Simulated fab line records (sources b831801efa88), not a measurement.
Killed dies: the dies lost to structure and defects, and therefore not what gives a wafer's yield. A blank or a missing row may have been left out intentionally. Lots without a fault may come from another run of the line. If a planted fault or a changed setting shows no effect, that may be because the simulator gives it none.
The tool behind it: which one? || flow sky130 || 13 lots with 37 wafers sampled at 2 steps, on a route of 708 steps

WHAT THE GAUGES SHOWED, per wafer
SKY_VIA4_BOW_MEAS_03. Usual: VIA4_BOW 80 um, standard deviation 8.5.
{"lot": "L635", "measured": "day 41 19:58", "on": "film_metro-04", "VIA4_BOW (um)": "80 73 76", "flag": ""}
{"lot": "L636", "measured": "day 41 23:49", "on": "film_metro-03", "VIA4_BOW (um)": "71 75 61", "flag": ""}
{"lot": "L637", "measured": "day 42 09:50", "on": "film_metro-04", "VIA4_BOW (um)": "78 63 79", "flag": ""}
{"lot": "L639", "measured": "day 43 01:49", "on": "film_metro-02", "VIA4_BOW (um)": "82 85 75", "flag": ""}
{"lot": "L640", "measured": "day 43 15:04", "on": "film_metro-02", "VIA4_BOW (um)": "94 95 91", "flag": ""}
{"lot": "L641", "measured": "day 43 16:04", "on": "film_metro-02", "VIA4_BOW (um)": "81 72 78", "flag": ""}
{"lot": "L642", "measured": "day 44 02:52", "on": "film_metro-03", "VIA4_BOW (um)": "75 72 72", "flag": ""}
{"lot": "L643", "measured": "day 44 07:03", "on": "film_metro-03", "VIA4_BOW (um)": "77 81 64", "flag": ""}
{"lot": "L652", "measured": "day 46 14:50", "on": "film_metro-03", "VIA4_BOW (um)": "82 86 86", "flag": ""}
{"lot": "L653", "measured": "day 46 15:37", "on": "film_metro-02", "VIA4_BOW (um)": 91, "flag": ""}
{"lot": "L654", "measured": "day 47 00:43", "on": "film_metro-02", "VIA4_BOW (um)": "72 81 84", "flag": ""}
{"lot": "L655", "measured": "day 47 03:14", "on": "film_metro-02", "VIA4_BOW (um)": "78 79 83", "flag": ""}
{"lot": "L656", "measured": "day 47 10:29", "on": "film_metro-04", "VIA4_BOW (um)": "87 90 70", "flag": ""}

WHAT TOOL EACH LOT RAN ON (gives the tool, then ch and the chambers of the sampled wafers, and finally the start)
{"lot": "L635", "SKY_METAL4_ETCH_16": "rie_metal-01 ch 0, day 41 17:58"}
{"lot": "L636", "SKY_METAL4_ETCH_16": "rie_metal-04 ch 0,1, day 41 22:05"}
{"lot": "L637", "SKY_METAL4_ETCH_16": "rie_metal-04 ch 0,1, day 42 08:11"}
{"lot": "L639", "SKY_METAL4_ETCH_16": "rie_metal-04 ch 0,1, day 43 00:20"}
{"lot": "L640", "SKY_METAL4_ETCH_16": "rie_metal-02 ch 0,1, day 43 13:36"}
{"lot": "L641", "SKY_METAL4_ETCH_16": "rie_metal-02 ch 0,1, day 43 14:38"}
{"lot": "L642", "SKY_METAL4_ETCH_16": "rie_metal-01 ch 0,1, day 44 01:26"}
{"lot": "L643", "SKY_METAL4_ETCH_16": "rie_metal-02 ch 0,1, day 44 05:38"}
{"lot": "L652", "SKY_METAL4_ETCH_16": "rie_metal-01 ch 0,1, day 46 13:23"}
{"lot": "L653", "SKY_METAL4_ETCH_16": "rie_metal-02 ch 0, day 46 14:04"}
{"lot": "L654", "SKY_METAL4_ETCH_16": "rie_metal-01 ch 0,1, day 46 23:14"}
{"lot": "L655", "SKY_METAL4_ETCH_16": "rie_metal-04 ch 0, day 47 01:26"}
{"lot": "L656", "SKY_METAL4_ETCH_16": "rie_metal-04 ch 0,1, day 47 09:02"}
- SKY_METAL4_ETCH_16: etches BARC in N2/H2, stops on SiO2, time 88.2 s, target depth 60 nm.

WHAT THE TOOLS THEMSELVES READ (means of the sampled wafers that have a number; where no wafer has one, the mark that the record gives instead)
SKY_METAL4_ETCH_16. Usual: drypump_motor_current_A 5.7 A, standard deviation 0.45; oes_product_au 0.626 a.u., standard deviation 0.0049; throttle_valve_pct 13.206 %, standard deviation 0.009.
{"lot": "L635", "tool": "rie_metal-01", "drypump_motor_current_A (A)": 6.3, "oes_product_au (a.u.)": 0.627, "throttle_valve_pct (%)": 13.207, "flag": ""}
{"lot": "L636", "tool": "rie_metal-04", "drypump_motor_current_A (A)": 5.8, "oes_product_au (a.u.)": 0.629, "throttle_valve_pct (%)": 13.210, "flag": ""}
{"lot": "L637", "tool": "rie_metal-04", "drypump_motor_current_A (A)": 5.9, "oes_product_au (a.u.)": 0.626, "throttle_valve_pct (%)": 13.207, "flag": ""}
{"lot": "L639", "tool": "rie_metal-04", "drypump_motor_current_A (A)": 5.9, "oes_product_au (a.u.)": 0.623, "throttle_valve_pct (%)": 13.217, "flag": ""}
{"lot": "L640", "tool": "rie_metal-02", "drypump_motor_current_A (A)": 5.5, "oes_product_au (a.u.)": 0.622, "throttle_valve_pct (%)": 13.208, "flag": ""}
{"lot": "L641", "tool": "rie_metal-02", "drypump_motor_current_A (A)": 5.6, "oes_product_au (a.u.)": 0.617, "throttle_valve_pct (%)": 13.214, "flag": ""}
{"lot": "L642", "tool": "rie_metal-01", "drypump_motor_current_A (A)": 5.2, "oes_product_au (a.u.)": 0.625, "throttle_valve_pct (%)": 13.213, "flag": ""}
{"lot": "L643", "tool": "rie_metal-02", "drypump_motor_current_A (A)": 5.6, "oes_product_au (a.u.)": 0.633, "throttle_valve_pct (%)": 13.208, "flag": ""}
{"lot": "L652", "tool": "rie_metal-01", "drypump_motor_current_A (A)": 5.2, "oes_product_au (a.u.)": 0.625, "throttle_valve_pct (%)": 13.199, "flag": ""}
{"lot": "L653", "tool": "rie_metal-02", "drypump_motor_current_A (A)": 5.4, "oes_product_au (a.u.)": 0.630, "throttle_valve_pct (%)": 13.217, "flag": ""}
{"lot": "L654", "tool": "rie_metal-01", "drypump_motor_current_A (A)": 5.2, "oes_product_au (a.u.)": 0.623, "throttle_valve_pct (%)": 13.209, "flag": ""}
{"lot": "L655", "tool": "rie_metal-04", "drypump_motor_current_A (A)": 5.9, "oes_product_au (a.u.)": 0.620, "throttle_valve_pct (%)": 13.214, "flag": ""}
{"lot": "L656", "tool": "rie_metal-04", "drypump_motor_current_A (A)": 5.9, "oes_product_au (a.u.)": 0.627, "throttle_valve_pct (%)": 13.205, "flag": ""}

THE ANSWER, worked out from the rows above alone
Rule: take the mean of a lot's wafers that have a number; if it is more than 3 standard deviations from the usual mean, the lot is off. A lot without any number at a reading at which 4 lots or more have one is off too. All remaining lots with rows at the step are treated as sound. After the gauges, taken in route order, come the tools' own readings; for these a lot's mean is taken, as printed above. At the first step where some lot is off, the reading lying furthest off is the one used; lots without a number count as furthest.
No lot is off on any of the readings shown, so nothing can be concluded from this.

WHAT HAD BEEN PUT IN BY THE SIMULATOR
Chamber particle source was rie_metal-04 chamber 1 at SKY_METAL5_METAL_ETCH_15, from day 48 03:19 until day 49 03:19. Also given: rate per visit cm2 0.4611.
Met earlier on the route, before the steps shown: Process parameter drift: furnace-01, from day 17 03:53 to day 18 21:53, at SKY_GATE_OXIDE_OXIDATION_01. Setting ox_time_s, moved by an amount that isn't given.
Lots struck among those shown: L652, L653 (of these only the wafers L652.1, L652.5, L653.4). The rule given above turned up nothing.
